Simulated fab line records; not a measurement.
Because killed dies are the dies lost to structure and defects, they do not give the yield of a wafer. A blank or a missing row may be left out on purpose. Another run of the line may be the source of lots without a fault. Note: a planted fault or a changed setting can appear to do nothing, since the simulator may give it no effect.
Comparing a struck lot with a sound one ; flow gf180mcu ; 43 steps out of a route of 602
Sound: wafers L483.1, L483.3, L483.6. Wafers L493.3, L493.5, L493.6 were the ones struck. The cause comes at the end.
Order at every step that has rows: each side's tool, ch and its chambers, its first start. Under that, the readings that differ: sound wafers ; struck wafers ; difference of the means ; sigmas: that difference in standard deviations of wafers without a fault.
alike: words and numbers the same on both sides, and readings whose means are apart by under 2 such deviations; not compared: readings that were withheld, readings missing a value for some wafer, numbers with overlapping values and no deviation given by the record, and bounds like >300 which may hide the same value.
Wherever a step has rows on one side only, a row that says differs or no value, or a row with sigmas, the two part there. When numbers do not overlap yet have no deviation, they are printed without sigmas and do not part them. A reading missing from all wafers of one side parts the sides only when that side holds two or more wafers.

first, 1 step without rows for these wafers: GF_MVSD_IMPLANT_09.
GF_MVSD_STRIP_10: strips in O2/N2.
  sound on plasmaAsher-01 ch 0,1, day 6 03:05; struck on plasmaAsher-03 ch 0,1, day 8 11:01
reading;sound;struck;difference;sigmas
stripTimeToEndpointS (s);36.95 36.93 36.89;37.13 37.06 37.12;+0.18;+2
  alike: drypumpMotorCurrentA, heaterPowerW, n2FlowSccm, oesProductAu
  not compared: rfHoursCounterH
GF_MVSD_TW_MEAS_11:
  sound: filmMetro-02 at day 6 03:11; struck: filmMetro-04 at day 8 11:06
  alike: MVSD_TW
then, 7 steps without rows for these wafers: GF_MVPSD_DEHYDRATE_00 (time 60 s); GF_MVPSD_HMDS_01 (prime time 60 s); GF_MVPSD_COAT_02 (resist thk 3000 nm); GF_MVPSD_SOFTBAKE_03; GF_MVPSD_EXPOSE_04 (exposes mask MVPSD, target cd 1000 nm); GF_MVPSD_PEB_05; GF_MVPSD_DEVELOP_06 (develop time 60 s).
GF_MVPSD_OVL_MEAS_07:
  sound: overlay-02 at day 6 17:34; struck: overlay-02 at day 9 03:58
  alike: MVPSD_OVL
following that, these wafers have no rows for 1 step: GF_MVPSD_IMPLANT_08.
GF_MVPSD_IMPLANT_09:
  sound on implanter-02 ch 0, day 6 17:45; struck on implanter-04 ch 0, day 9 04:12
reading;sound;struck;difference;sigmas
doseIonsCm2;4.993e+12 4.998e+12 4.997e+12;3.4834e+13 3.4845e+13 3.4845e+13;+2.9845e+13;+99 or more
faradayCurrentUA;28.7 28.2 28.2;195.6 193.7 196.8;+167.0;+99 or more
GF_MVPSD_STRIP_10: strips in O2/N2.
  sound on plasmaAsher-01 ch 0,1, day 6 17:54; struck on plasmaAsher-04 ch 0,1, day 9 04:20
  alike: drypumpMotorCurrentA, heaterPowerW, n2FlowSccm, oesProductAu, stripTimeToEndpointS
  not compared: rfHoursCounterH
GF_MVPSD_TW_MEAS_11:
  sound: filmMetro-02 at day 6 18:00; struck: filmMetro-02 at day 9 04:25
reading;sound;struck;difference;sigmas
MVPSD_TW;558 556 556;699 698 698;+142;+42
then, 7 steps without rows for these wafers: GF_VT_IMPLANT_DEHYDRATE_00 (time 60 s); GF_VT_IMPLANT_HMDS_01 (prime time 60 s); GF_VT_IMPLANT_COAT_02 (resist thk 1000 nm); GF_VT_IMPLANT_SOFTBAKE_03 (time 60 s); GF_VT_IMPLANT_EXPOSE_04 (exposes mask LVPWELL LV AREA, target cd 600 nm); GF_VT_IMPLANT_PEB_05; GF_VT_IMPLANT_DEVELOP_06 (develop time 60 s).
GF_VT_IMPLANT_OVL_MEAS_07:
  sound: overlay-02 at day 7 09:57; struck: overlay-02 at day 9 22:31
  alike: VT_IMPLANT_OVL
following that, these wafers have no rows for 1 step: GF_VT_IMPLANT_IMPLANT_08.
GF_VT_IMPLANT_STRIP_09: strips in O2/N2.
  sound on plasmaAsher-02 ch 0,1, day 7 10:08; struck on plasmaAsher-01 ch 0,1, day 9 22:43
reading;sound;struck;difference;sigmas
stripTimeToEndpointS (s);12.557 12.556 12.567;12.635 12.624 12.609;+0.063;+2
  alike: drypumpMotorCurrentA, heaterPowerW, n2FlowSccm, oesProductAu
  not compared: rfHoursCounterH
GF_VT_IMPLANT_TW_MEAS_10:
  sound: filmMetro-01 at day 7 10:14; struck: filmMetro-02 at day 9 22:51
  alike: VT_IMPLANT_TW
then, 7 steps without rows for these wafers: GF_VT_IMPLANT_DEHYDRATE_11 (time 60 s); GF_VT_IMPLANT_HMDS_12 (prime time 60 s); GF_VT_IMPLANT_COAT_13 (resist thk 1000 nm); GF_VT_IMPLANT_SOFTBAKE_14 (time 60 s); GF_VT_IMPLANT_EXPOSE_15 (exposes mask Nwell LV AREA, target cd 860 nm); GF_VT_IMPLANT_PEB_16; GF_VT_IMPLANT_DEVELOP_17 (develop time 60 s).
GF_VT_IMPLANT_OVL_MEAS_18:
  sound: overlay-02 at day 8 01:35; struck: overlay-01 at day 10 17:05
  alike: VT_IMPLANT_01_OVL
following that, these wafers have no rows for 1 step: GF_VT_IMPLANT_IMPLANT_19.
GF_VT_IMPLANT_STRIP_20: strips in O2/N2.
  sound on plasmaAsher-04 ch 0,1, day 8 01:46; struck on plasmaAsher-01 ch 0,1, day 10 17:18
  alike: drypumpMotorCurrentA, heaterPowerW, n2FlowSccm, oesProductAu, stripTimeToEndpointS
  not compared: rfHoursCounterH
GF_VT_IMPLANT_TW_MEAS_21:
  sound: filmMetro-04 at day 8 01:52; struck: filmMetro-02 at day 10 17:23
  alike: VT_IMPLANT_2_TW
then, 5 steps without rows for these wafers: GF_VT_IMPLANT_DEHYDRATE_22 (time 60 s); GF_VT_IMPLANT_HMDS_23 (prime time 60 s); GF_VT_IMPLANT_COAT_24 (resist thk 1000 nm); GF_VT_IMPLANT_SOFTBAKE_25 (time 60 s); GF_VT_IMPLANT_EXPOSE_26 (exposes mask LVPWELL HV AREA, target cd 860 nm).
GF_VT_IMPLANT_RS_MEAS_49: the measuring method here is four-point-probe.
  sound: filmMetro-03 at day 9 12:40; struck: filmMetro-02 at day 12 07:58
reading;sound;struck;difference;sigmas
MVPSD_RS (ohm/sq);1174 1174 1174;695 693 696;-479;-99 or more

== WHERE THEY PART ==
Last at GF_VT_IMPLANT_RS_MEAS_49 as far as this record goes, first at GF_MVSD_STRIP_10.

WHY: whatever the simulator had introduced
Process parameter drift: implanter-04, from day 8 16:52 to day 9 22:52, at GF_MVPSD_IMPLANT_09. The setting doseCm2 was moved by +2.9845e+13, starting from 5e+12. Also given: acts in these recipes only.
